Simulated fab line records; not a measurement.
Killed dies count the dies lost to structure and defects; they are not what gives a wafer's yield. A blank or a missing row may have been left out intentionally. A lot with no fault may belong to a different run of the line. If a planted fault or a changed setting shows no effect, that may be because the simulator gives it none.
A single fault, viewed from 2 desks || flow sky130 || each desk has only its own numbers; what lay behind them comes last

## TOOL OWNER'S DESK, rieDiel-01
The tool's own readings at SKY_VIA2_ETCH_15 (etches SiO2 in C4F8/O2/Ar, stops on TiN, target depth 546 nm, time 84 s): means of the sampled wafers that have a number, for each lot that ran on this tool. Marked OUT: a lot whose mean sits more than 4 standard deviations from the usual mean, which makes it out of limits; the brackets give that distance.
Columns: A = biasW at SKY_VIA2_ETCH_15, usual 1200 W; B = oesProductAu at SKY_VIA2_ETCH_15, usual 0.939 a.u.
{"lot": "L209", "first seen here": "day 36 22:22", "A": 1197, "B": 0.935}
{"lot": "L213", "first seen here": "day 38 05:02", "A": 1200, "B": 0.934}
{"lot": "L216", "first seen here": "day 39 16:04", "A": "1160 (-12) OUT", "B": 0.943}
{"lot": "L229", "first seen here": "day 42 15:55", "A": 1200, "B": 0.937}
This desk's verdict: out of limits on L216, starting with L216 at day 39 16:04 (biasW at SKY_VIA2_ETCH_15). Within limits: L209, L213, L229.

## METROLOGY DESK
Lot by lot, what the gauges showed, no matter which tool ran the lot: averages of those sampled wafers that carry a number. Marked OUT: a lot whose mean sits more than 4 standard deviations from the usual mean, which makes it out of limits; the brackets give that distance.
Columns: A = VIA2_W_THK at SKY_VIA2_THK_MEAS_23, usual 407 nm
{"lot": "L207", "first seen here": "day 36 07:47", "A": 406}
{"lot": "L208", "first seen here": "day 36 09:50", "A": 407}
{"lot": "L209", "first seen here": "day 36 23:22", "A": 411}
{"lot": "L213", "first seen here": "day 38 06:01", "A": 411}
{"lot": "L216", "first seen here": "day 39 17:03", "A": 409}
{"lot": "L221", "first seen here": "day 40 16:44", "A": 408}
{"lot": "L223", "first seen here": "day 41 03:01", "A": 406}
{"lot": "L225", "first seen here": "day 41 12:55", "A": 411}
{"lot": "L224", "first seen here": "day 41 13:37", "A": 407}
{"lot": "L226", "first seen here": "day 41 19:35", "A": 412}
{"lot": "L229", "first seen here": "day 42 16:53", "A": 405}
{"lot": "L230", "first seen here": "day 42 19:21", "A": 403}
Finding of this desk: none of the 12 lots has anything out of limits.

## TAKEN TOGETHER
On L216, at day 39 16:04, an alarm was possible from the tool owner's desk.
Metrology desk: nothing out of limits seen.
The metrology desk has L216 on record, within its limits.
Of the lots named, all ran SKY_VIA2_ETCH_15 on rieDiel-01.

## WHAT WAS PUT IN BY THE SIMULATOR
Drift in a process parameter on rieDiel-01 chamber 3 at SKY_VIA2_ETCH_15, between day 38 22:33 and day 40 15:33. Setting biasW, moved by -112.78, from 1200. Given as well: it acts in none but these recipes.
Shown lots that were struck: L216.
Each desk's first reading out of limits, in hours after the fault started: the tool owner's desk, 18.
